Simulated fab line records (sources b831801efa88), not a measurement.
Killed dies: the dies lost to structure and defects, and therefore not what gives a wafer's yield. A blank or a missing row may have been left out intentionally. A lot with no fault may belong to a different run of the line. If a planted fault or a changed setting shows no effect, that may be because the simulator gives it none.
Which of the tools did it? | flow sky130 | Sampling: 12 lots, 36 wafers, 6 of 708 route steps

## WHAT EACH GAUGE READ, for each wafer
SKY_POLY_GATE_THK_MEAS_04. Usual: POLY_GATE_CVD_03_THK gives 75.1 nm (standard deviation 0.69).
lot  | measured     | on           | POLY_GATE_CVD_03_THK (nm) | flag
L408 | day 15 05:25 | filmMetro-04 | 74.9 74.7 74.7            | 
L409 | day 15 13:31 | filmMetro-03 | 75.4 75.5 75.3            | 
L410 | day 15 20:23 | filmMetro-04 | 75.6 75.0 74.9            | 
L416 | day 18 03:21 | filmMetro-02 | 74.8 74.9 75.0            | 
L418 | day 18 17:34 | filmMetro-02 | 73.6 73.9 74.0            | 
L424 | day 21 07:01 | filmMetro-02 | 75.1 74.7 74.9            | 
L426 | day 22 02:55 | filmMetro-04 | 74.9 75.3 74.9            | 
L425 | day 22 05:19 | filmMetro-04 | 75.4 75.3 75.1            | 
L427 | day 22 14:40 | filmMetro-03 | 74.5 74.7 74.7            | 
L428 | day 22 16:02 | filmMetro-02 | 74.8 75.6 75.5            | 
L429 | day 23 01:27 | filmMetro-04 | 74.4 74.6 74.4            | 
L430 | day 23 06:11 | filmMetro-04 | 75.4 75.2 75.2            | 

SKY_SD_N_RS_MEAS_16: uses a four-point probe to measure. Usual: SD_N_RS gives 68.54 ohm/sq (standard deviation 0.13).
lot  | measured     | on           | SD_N_RS (ohm/sq)  | flag
L408 | day 27 19:11 | filmMetro-02 | 68.38 68.52 68.41 | 
L409 | day 28 04:59 | filmMetro-04 | 68.65 68.68 68.56 | 
L410 | day 28 15:31 | filmMetro-02 | 68.72 68.60 68.77 | 
L416 | day 30 19:36 | filmMetro-03 | 66.29 66.31 66.47 | OFF
L418 | day 31 08:29 | filmMetro-03 | 66.38 66.24 66.48 | OFF
L424 | day 33 11:36 | filmMetro-03 | 68.44 68.57 68.59 | 
L426 | day 34 05:08 | filmMetro-02 | 68.71 68.68 68.67 | 
L425 | day 34 08:50 | filmMetro-02 | 68.41 68.43 68.63 | 
L427 | day 34 15:47 | filmMetro-02 | 68.52 68.52 68.57 | 
L428 | day 34 17:56 | filmMetro-03 | 68.37 68.58 68.33 | 
L429 | day 35 00:26 | filmMetro-04 | 68.76 68.56 68.43 | 
L430 | day 35 05:44 | filmMetro-04 | 68.62 68.53 68.60 | 

SKY_SD_N_RS_MEAS_17: uses a four-point probe to measure. Usual: SD_P_RS gives 147.0 ohm/sq (standard deviation 0.41).
lot  | measured     | on           | SD_P_RS (ohm/sq)  | flag
L408 | day 27 19:19 | filmMetro-02 | 146.7 147.1 146.7 | 
L409 | day 28 05:06 | filmMetro-04 | 147.2 146.9 146.7 | 
L410 | day 28 15:38 | filmMetro-02 | 147.6 147.5 146.9 | 
L416 | day 30 19:43 | filmMetro-03 | 137.0 136.7 136.7 | OFF
L418 | day 31 08:37 | filmMetro-03 | 136.8 136.5 137.0 | OFF
L424 | day 33 11:43 | filmMetro-03 | 146.7 146.8 146.4 | 
L426 | day 34 05:15 | filmMetro-02 | 147.3 147.2 147.3 | 
L425 | day 34 08:57 | filmMetro-02 | 146.7 146.4 147.0 | 
L427 | day 34 15:55 | filmMetro-02 | 147.3 147.6 147.1 | 
L428 | day 34 18:04 | filmMetro-03 | 146.7 146.8 147.0 | 
L429 | day 35 00:34 | filmMetro-04 | 146.9 147.4 146.8 | 
L430 | day 35 05:51 | filmMetro-04 | 147.6 147.2 147.2 | 

SKY_CONTACT_THK_MEAS_26: measures by xrf. Usual: CONTACT_W_THK gives 348 nm (standard deviation 7).
lot  | measured     | on           | CONTACT_W_THK (nm) | flag
L408 | day 31 12:49 | filmMetro-03 | 349 351 347        | 
L409 | day 31 21:33 | filmMetro-03 | 346 343 344        | 
L410 | day 32 08:48 | filmMetro-01 | 339 334 342        | 
L416 | day 34 09:55 | filmMetro-03 | 357 349 356        | 
L418 | day 34 21:27 | filmMetro-03 | 350 351 348        | 
L424 | day 37 00:32 | filmMetro-03 | 354 354 354        | 
L426 | day 37 15:49 | filmMetro-04 | 345 345 347        | 
L425 | day 37 20:22 | filmMetro-03 | 355 356 354        | 
L427 | day 38 03:57 | filmMetro-04 | 347 346 350        | 
L428 | day 38 06:07 | filmMetro-03 | 357 342 345        | 
L429 | day 38 09:34 | filmMetro-04 | 343 350 341        | 
L430 | day 38 16:48 | filmMetro-03 | 349 354 354        | 

## WHICH TOOL RAN EACH LOT (tool, then ch and the chambers of the sampled wafers, then the start)
lot  | SKY_SD_N_RTA_14                 | SKY_CONTACT_CMP_04
L408 | rtpAnneal-01 ch 0, day 27 19:01 | cmp-02 ch 0,2,3, day 30 08:04
L409 | rtpAnneal-02 ch 0, day 28 04:48 | cmp-02 ch 1,3, day 30 16:30
L410 | rtpAnneal-01 ch 0, day 28 15:20 | cmp-02 ch 0,2, day 31 03:27
L416 | rtpAnneal-01 ch 0, day 30 19:25 | cmp-01 ch 0,1,2, day 33 05:53
L418 | rtpAnneal-01 ch 0, day 31 08:19 | cmp-02 ch 0,1,3, day 33 17:30
L424 | rtpAnneal-02 ch 0, day 33 11:25 | cmp-01 ch 1,2,3, day 35 21:26
L426 | rtpAnneal-02 ch 0, day 34 04:57 | cmp-01 ch 0,1, day 36 13:19
L425 | rtpAnneal-01 ch 0, day 34 08:39 | cmp-01 ch 0,1, day 36 17:34
L427 | rtpAnneal-02 ch 0, day 34 15:37 | cmp-02 ch 2,3, day 37 00:23
L428 | rtpAnneal-01 ch 0, day 34 17:46 | cmp-01 ch 1,2,3, day 37 02:48
L429 | rtpAnneal-02 ch 0, day 35 00:16 | cmp-02 ch 0,1,3, day 37 06:38
L430 | rtpAnneal-01 ch 0, day 35 05:34 | cmp-01 ch 1,2,3, day 37 13:08
- SKY_SD_N_RTA_14: time 2 s.
- SKY_CONTACT_CMP_04: polishes SiO2.

## WHAT THE TOOLS THEMSELVES READ (means of the sampled wafers that have a number; where no wafer has one, the mark that the record gives instead)
SKY_SD_N_RTA_14. Usual: chamberO2Ppm 1.999, standard deviation 0.024; lampPowerPct 15.74 %, standard deviation 0.054; wafer_temp_C_max 1078.1, standard deviation 1.5.
lot  | tool         | chamberO2Ppm | lampPowerPct (%) | wafer_temp_C_max | flag
L408 | rtpAnneal-01 | 1.974        | 15.78            | 1078.5           | 
L409 | rtpAnneal-02 | 2.015        | 15.78            | 1079.0           | 
L410 | rtpAnneal-01 | 2.036        | 15.76            | 1077.9           | 
L416 | rtpAnneal-01 | 1.985        | 15.92            | 1088.9           | OFF
L418 | rtpAnneal-01 | 1.977        | 15.91            | 1090.9           | OFF
L424 | rtpAnneal-02 | 2.001        | 15.76            | 1078.4           | 
L426 | rtpAnneal-02 | 1.998        | 15.75            | 1077.6           | 
L425 | rtpAnneal-01 | 1.994        | 15.74            | 1077.6           | 
L427 | rtpAnneal-02 | 2.016        | 15.73            | 1079.1           | 
L428 | rtpAnneal-01 | 2.004        | 15.73            | 1077.9           | 
L429 | rtpAnneal-02 | 2.012        | 15.70            | 1078.1           | 
L430 | rtpAnneal-01 | 2.024        | 15.76            | 1079.4           | 

SKY_CONTACT_CMP_04. Usual: motorCurrentA 11.7 A, standard deviation 0.83; platenRpm 60.00 rpm, standard deviation 0.041; timeToEndpointS 81 s, standard deviation 4.5.
lot  | tool   | motorCurrentA (A) | platenRpm (rpm) | timeToEndpointS (s) | flag
L408 | cmp-02 | 12.1              | 60.03           | 77                  | 
L409 | cmp-02 | 11.9              | 60.00           | 77                  | 
L410 | cmp-02 | 11.8              | 60.03           | 78                  | 
L416 | cmp-01 | 12.0              | 60.00           | 75                  | 
L418 | cmp-02 | 11.6              | 60.00           | 76                  | 
L424 | cmp-01 | 11.5              | 60.03           | 86                  | 
L426 | cmp-01 | 12.0              | 60.00           | 81                  | 
L425 | cmp-01 | 12.0              | 59.97           | 84                  | 
L427 | cmp-02 | 11.9              | 60.00           | 82                  | 
L428 | cmp-01 | 11.3              | 59.99           | 79                  | 
L429 | cmp-02 | 11.4              | 59.99           | 88                  | 
L430 | cmp-01 | 11.8              | 60.02           | 82                  | 

## THE ANSWER, worked out from the rows above alone
Rule: a lot is off if the mean of its wafers that have a number lies more than 3 standard deviations from the usual mean. A lot without any number at a reading at which 4 lots or more have one is off too. Where the step has rows for the other lots, those lots are counted as sound. First the gauges in route order, then the tools' own readings, where a lot's mean is used as printed above. The first step at which some lot is off is used, and at that step the reading that is off furthest; a lot without a number counts as furthest.
Off: at SKY_SD_N_RS_MEAS_16 (SD_N_RS), L416, L418.
A tool fits if, at a process step before that reading, it ran every lot that is off, and no sound lot after the first of them. The gauges at SKY_SD_N_RS_MEAS_16 aren't tried: what is off there is off at SKY_SD_N_RTA_14 too, on other tools, and a gauge's error can't cause that. Of those tried, none fits.

## WHAT THE SIMULATOR HAD INSERTED
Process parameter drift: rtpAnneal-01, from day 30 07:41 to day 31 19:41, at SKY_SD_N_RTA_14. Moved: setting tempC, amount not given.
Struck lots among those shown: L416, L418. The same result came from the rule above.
